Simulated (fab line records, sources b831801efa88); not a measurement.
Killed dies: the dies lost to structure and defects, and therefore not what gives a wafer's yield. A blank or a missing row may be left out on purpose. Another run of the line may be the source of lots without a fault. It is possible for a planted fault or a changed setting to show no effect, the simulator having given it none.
A struck lot beside a sound one ; flow sky130 ; 36 steps out of a route of 708
Sound: these wafers, L158.3, L158.5, L158.6. Struck: wafers L170.1, L170.2, L170.4. The cause comes at the end.
At each step with rows: each side's tool, then ch and its chambers, then its first start. Under that, the readings that differ: sound wafers ; struck wafers ; difference of the means ; sigmas: that difference in standard deviations of wafers without a fault.
alike: readings with means less than 2 such deviations apart, plus words and numbers identical on both sides. not compared: withheld readings, readings lacking a value on some wafer, bounds such as >300 that could conceal the same value, and numbers that have no deviation in the record and whose values overlap.
A row with sigmas, a row that says differs or no value, or rows on one side alone: a step with any of these is where the two part. Numbers that have no deviation but don't overlap get no sigmas and don't part them. A reading that every wafer of one side lacks parts them only if that side has two wafers or more.

first, 10 steps without rows for these wafers: SKY_GATE_OXIDE_COAT_05 (resist thk 1140 nm); SKY_GATE_OXIDE_SOFTBAKE_06 (time 60 s); SKY_GATE_OXIDE_EXPOSE_07 (exposes mask LVOM, target cd 600 nm); SKY_GATE_OXIDE_PEB_08; SKY_GATE_OXIDE_DEVELOP_09 (develop time 60 s); SKY_GATE_OXIDE_IMPLANT_11; SKY_GATE_OXIDE_WET_ETCH_12 (etches SiO2 in dHF, target depth 16.8 nm, time 336 s); SKY_GATE_OXIDE_STRIP_13 (strips in O2/N2); SKY_GATE_OXIDE_CLEAN_15 (cleans in SC1/SC2, time 150 s); SKY_GATE_OXIDE_OXIDATION_16 (stabilise 600 s, purge 300 s, target thk 3.57 nm).
SKY_POLY_GATE_CVD_00: deposits poly-Si, target thk 180 nm, time 720 s.
  sound on lpcvd-01 ch 0, day 13 21:14; struck on lpcvd-01 ch 1, day 18 10:41
reading;sound;struck;difference;sigmas
spike-tc-bottom-C (C);636.1 634.4 634.4;629.8 628.7 628.4;-6.0;-3
spike-tc-centre-C (C);620.6 620.5 618.0;610.0 611.9 609.8;-9.1;-8
spike-tc-lower-C (C);621.1 620.7 619.5;610.4 612.4 612.4;-8.7;-8
spike-tc-top-C (C);640.9 639.2 640.7;628.2 627.4 628.7;-12.2;-11
spike-tc-upper-C (C);620.1 620.0 620.2;610.1 609.7 609.2;-10.4;-7
susceptor-temp-C (C);620.39 620.03 619.94;610.11 610.16 610.18;-9.97;-40
model.poly-Si_of_POLY_GATE_CVD_00.thk-nm (nm);183.8 185.4 185.2;144.8 142.9 143.3;-41.1;
SKY_POLY_GATE_THK_MEAS_01:
  sound on film-metro-03, day 13 22:27; struck on film-metro-02, day 18 11:53
reading;sound;struck;difference;sigmas
POLY_GATE_CVD_00_THK (nm);183.9 185.4 185.3;144.8 142.8 143.4;-41.2;-26
then, 9 steps without rows for these wafers: SKY_RES_PROTECT_DEHYDRATE_00 (time 60 s); SKY_RES_PROTECT_HMDS_01 (prime time 60 s); SKY_RES_PROTECT_COAT_02 (resist thk 1140 nm); SKY_RES_PROTECT_SOFTBAKE_03 (time 60 s); SKY_RES_PROTECT_EXPOSE_04 (exposes mask RPM, target cd 1270 nm); SKY_RES_PROTECT_PEB_05; SKY_RES_PROTECT_DEVELOP_06 (develop time 60 s); SKY_POLY_GATE_IMPLANT_02; SKY_RES_PROTECT_STRIP_07 (strips in O2/N2).
SKY_RES_PROTECT_CLEAN_09: cleans in SC1/SC2, time 150 s.
  sound on wet-bench-04 ch 1, day 15 00:47; struck on wet-bench-04 ch 3, day 19 19:13
reading;sound;struck;difference;sigmas
model.poly-Si_of_POLY_GATE_CVD_00.thk-nm (nm);183.2 184.8 184.6;144.1 142.2 142.6;-41.2;
  alike: bath-guard-temp-C, temp-c
then, 11 steps without rows for these wafers: SKY_POLY_GATE_CVD_03 (deposits Si3N4 from DCS/NH3, target thk 75 nm, time 1290 s); SKY_POLY_GATE_DEHYDRATE_05 (time 60 s); SKY_POLY_GATE_HMDS_06 (prime time 60 s); SKY_POLY_GATE_COAT_07 (resist thk 110 nm); SKY_POLY_GATE_COAT_08 (resist thk 450 nm); SKY_POLY_GATE_SOFTBAKE_09 (time 90 s); SKY_POLY_GATE_EXPOSE_10 (exposes mask P1M, target cd 150 nm); SKY_POLY_GATE_PEB_11; SKY_POLY_GATE_DEVELOP_12 (develop time 60 s); SKY_POLY_GATE_ETCH_15 (etches BARC in N2/H2, stops on SiO2, time 118.5 s, target depth 110 nm); SKY_POLY_GATE_ETCH_16 (etches Si3N4 in CH3F/O2, stops on poly-Si, time 147.5 s, target depth 75 nm).
SKY_POLY_GATE_ETCH_17: etches poly-Si in HBr/Cl2, stops on SiO2, target depth 180 nm, time 70.5 s.
  sound on rie-si-02 ch 0,2,3, day 16 07:03; struck on rie-si-01 ch 0,2, day 21 03:16
reading;sound;struck;difference;sigmas
oes-product-au (a.u.);0.989 0.987 0.984;0.859 0.844 0.845;-0.137;-23
model.POLY_GATE.feature-depth-nm (nm);180.4 179.6 179.9;144.1 142.2 142.6;-37.0;
model.etch.depth-nm (nm);180.4 179.6 179.9;144.1 142.2 142.6;-37.0;
  alike: HBr_flow_sccm, drypump-motor-current-A, throttle-valve-pct
  not compared: rf-hours-counter-h
then, 1 step without rows for these wafers: SKY_POLY_GATE_STRIP_18 (strips in O2/N2).
-- here the record skips 28 days between the struck wafers' starts before and after, leaving off in module POLY_GATE and picking up in module PAD_OPEN (first step shown: number 708 of the route) --
SKY_PAD_OPEN_PROBE_99:
  sound on prober-02, day 45 19:39; struck on prober-02, day 49 01:55
reading;sound;struck;difference;sigmas
model.etest.res-high-po.line-ohm-um;725.2 714.2 728.3;907.8 897.9 911.1;+183.0;
model.etest.res-poly.line-ohm-um;505.1 499.1 515.3;635.3 640.6 634.9;+130.4;
model.etest.res-high-po.rs-ohm-sq;252.6 253.9 257.1;313.5 312.4 317.2;+59.8;
model.etest.res-poly.rs-ohm-sq;46.52 46.53 47.09;59.22 59.04 59.64;+12.59;
model.etest.cap-li-to-poly.c-af-um2;102.8 104.7 100.4;90.34 92.44 89.52;-11.87;
  alike: killed_at_M0_to_M3, killed_at_M4_up, killed-at-contacts, killed-at-front-end, killed-at-other, killed-dies, killed-open, killed-short
  not compared: model.etest.tip-n.rs-ohm-sq

== WHERE THEY PART ==
Earliest at SKY_POLY_GATE_CVD_00; latest, in this record, at SKY_POLY_GATE_ETCH_17. Later steps at which nothing parts them and some readings are alike: SKY_PAD_OPEN_PROBE_99.

WHY: what the simulator had put in
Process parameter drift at SKY_POLY_GATE_CVD_00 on lpcvd-01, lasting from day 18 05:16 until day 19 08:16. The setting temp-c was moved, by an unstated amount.
